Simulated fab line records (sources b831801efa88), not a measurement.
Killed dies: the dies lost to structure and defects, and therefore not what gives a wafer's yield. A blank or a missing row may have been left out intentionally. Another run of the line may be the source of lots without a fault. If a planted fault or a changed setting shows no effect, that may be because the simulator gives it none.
Matching of chambers / flow sky130 / SKY_VIA1_CMP_24 on cmp-01: 4 sister chambers
The step polishes, stops on SiO2, t overpolish 15 s, target thk 0 nm. 24 wafers are shown with their chamber, then 12 later ones without.

## WAFERS WITH THEIR CHAMBER
wafer=L449.2; chamber=1; motor current A (A)=9.8; time to endpoint s (s)=59.7; slurry filter dp kPa (kPa)=13.38
wafer=L449.3; chamber=0; motor current A (A)=11.2; time to endpoint s (s)=58.2; slurry filter dp kPa (kPa)=13.67
wafer=L449.5; chamber=1; motor current A (A)=9.4; time to endpoint s (s)=60.1; slurry filter dp kPa (kPa)=13.71
wafer=L453.3; chamber=2; motor current A (A)=11.5; time to endpoint s (s)=65.4; slurry filter dp kPa (kPa)=13.45
wafer=L453.4; chamber=3; motor current A (A)=11.5; time to endpoint s (s)=64.0; slurry filter dp kPa (kPa)=13.74
wafer=L453.6; chamber=2; motor current A (A)=11.8; time to endpoint s (s)=64.3; slurry filter dp kPa (kPa)=13.27
wafer=L457.4; chamber=1; motor current A (A)=9.8; time to endpoint s (s)=63.1; slurry filter dp kPa (kPa)=13.66
wafer=L457.5; chamber=3; motor current A (A)=11.1; time to endpoint s (s)=66.1; slurry filter dp kPa (kPa)=13.27
wafer=L457.6; chamber=0; motor current A (A)=11.1; time to endpoint s (s)=64.4; slurry filter dp kPa (kPa)=13.50
wafer=L458.3; chamber=1; motor current A (A)=9.2; time to endpoint s (s)=62.7; slurry filter dp kPa (kPa)=13.55
wafer=L458.5; chamber=1; motor current A (A)=9.0; time to endpoint s (s)=62.0; slurry filter dp kPa (kPa)=13.71
wafer=L458.6; chamber=0; motor current A (A)=11.0; time to endpoint s (s)=62.5; slurry filter dp kPa (kPa)=13.55
wafer=L460.1; chamber=1; motor current A (A)=9.7; time to endpoint s (s)=61.2; slurry filter dp kPa (kPa)=13.38
wafer=L460.3; chamber=0; motor current A (A)=10.8; time to endpoint s (s)=57.0; slurry filter dp kPa (kPa)=13.69
wafer=L460.6; chamber=0; motor current A (A)=11.6; time to endpoint s (s)=60.5; slurry filter dp kPa (kPa)=13.47
wafer=L462.4; chamber=0; motor current A (A)=11.0; time to endpoint s (s)=64.4; slurry filter dp kPa (kPa)=13.63
wafer=L462.5; chamber=3; motor current A (A)=11.5; time to endpoint s (s)=63.7; slurry filter dp kPa (kPa)=13.59
wafer=L462.6; chamber=2; motor current A (A)=11.7; time to endpoint s (s)=61.6; slurry filter dp kPa (kPa)=13.61
wafer=L465.4; chamber=1; motor current A (A)=9.6; time to endpoint s (s)=55.9; slurry filter dp kPa (kPa)=13.63
wafer=L465.5; chamber=1; motor current A (A)=10.0; time to endpoint s (s)=59.7; slurry filter dp kPa (kPa)=13.41
wafer=L465.6; chamber=2; motor current A (A)=11.5; time to endpoint s (s)=58.0; slurry filter dp kPa (kPa)=13.43
wafer=L466.1; chamber=0; motor current A (A)=11.0; time to endpoint s (s)=66.4; slurry filter dp kPa (kPa)=13.49
wafer=L466.3; chamber=3; motor current A (A)=11.6; time to endpoint s (s)=66.8; slurry filter dp kPa (kPa)=13.43
wafer=L466.6; chamber=0; motor current A (A)=11.7; time to endpoint s (s)=66.7; slurry filter dp kPa (kPa)=13.38

SIGNATURES (means of the wafers above)
reading=motor current A; chamber 0=11.175; chamber 1=9.562; chamber 2=11.625; chamber 3=11.425; scatter within a chamber=0.292
reading=time to endpoint s; chamber 0=62.513; chamber 1=60.550; chamber 2=62.325; chamber 3=65.150; scatter within a chamber=2.91
reading=slurry filter dp kPa; chamber 0=13.5475; chamber 1=13.5538; chamber 2=13.4400; chamber 3=13.5075; scatter within a chamber=0.143
Rule: distance of a wafer from a chamber = root of the sum over the readings of ((wafer's reading minus chamber's mean) / reading's scatter) squared. If the next closest chamber is less than 2 further off than the closest, the wafer can't be placed; otherwise it belongs to the closest. The scatter: take each reading less its chamber's mean, square it, sum over the shown wafers, divide by the number of wafers less the number of chambers, and take the root.

## WAFERS WHOSE CHAMBER IS MISSING
wafer=L467.2; motor current A (A)=11.7; time to endpoint s (s)=61.1; slurry filter dp kPa (kPa)=13.52
wafer=L467.5; motor current A (A)=10.0; time to endpoint s (s)=63.8; slurry filter dp kPa (kPa)=13.34
wafer=L467.6; motor current A (A)=11.1; time to endpoint s (s)=59.7; slurry filter dp kPa (kPa)=13.68
wafer=L469.1; motor current A (A)=11.4; time to endpoint s (s)=62.8; slurry filter dp kPa (kPa)=13.45
wafer=L469.4; motor current A (A)=11.3; time to endpoint s (s)=66.1; slurry filter dp kPa (kPa)=13.63
wafer=L469.6; motor current A (A)=11.1; time to endpoint s (s)=64.6; slurry filter dp kPa (kPa)=13.56
wafer=L470.2; motor current A (A)=9.9; time to endpoint s (s)=61.9; slurry filter dp kPa (kPa)=13.47
wafer=L470.3; motor current A (A)=12.3; time to endpoint s (s)=65.5; slurry filter dp kPa (kPa)=13.47
wafer=L470.6; motor current A (A)=11.6; time to endpoint s (s)=65.0; slurry filter dp kPa (kPa)=13.57
wafer=L471.1; motor current A (A)=11.0; time to endpoint s (s)=69.0; slurry filter dp kPa (kPa)=13.56
wafer=L471.2; motor current A (A)=11.9; time to endpoint s (s)=70.6; slurry filter dp kPa (kPa)=13.51
wafer=L471.3; motor current A (A)=9.4; time to endpoint s (s)=67.5; slurry filter dp kPa (kPa)=13.37

## WHICH CHAMBER EACH ONE RAN IN
wafer=L467.2; from the rows above=can't be placed: 2 or 3 or 0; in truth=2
wafer=L467.5; from the rows above=can't be placed: 1 or 0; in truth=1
wafer=L467.6; from the rows above=can't be placed: 0 or 3 or 2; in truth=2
wafer=L469.1; from the rows above=can't be placed: 2 or 3 or 0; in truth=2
wafer=L469.4; from the rows above=can't be placed: 3 or 0 or 2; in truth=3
wafer=L469.6; from the rows above=can't be placed: 0 or 3 or 2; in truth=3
wafer=L470.2; from the rows above=1; in truth=1
wafer=L470.3; from the rows above=can't be placed: 2 or 3 or 0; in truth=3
wafer=L470.6; from the rows above=can't be placed: 3 or 2 or 0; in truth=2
wafer=L471.1; from the rows above=can't be placed: 3 or 0 or 2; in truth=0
wafer=L471.2; from the rows above=can't be placed: 3 or 2 or 0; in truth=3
wafer=L471.3; from the rows above=1; in truth=1
2 of 12 placed correctly. From these rows, 10 cannot be placed; in 10 the true chamber is one of the candidates. Number placed wrongly: 0.
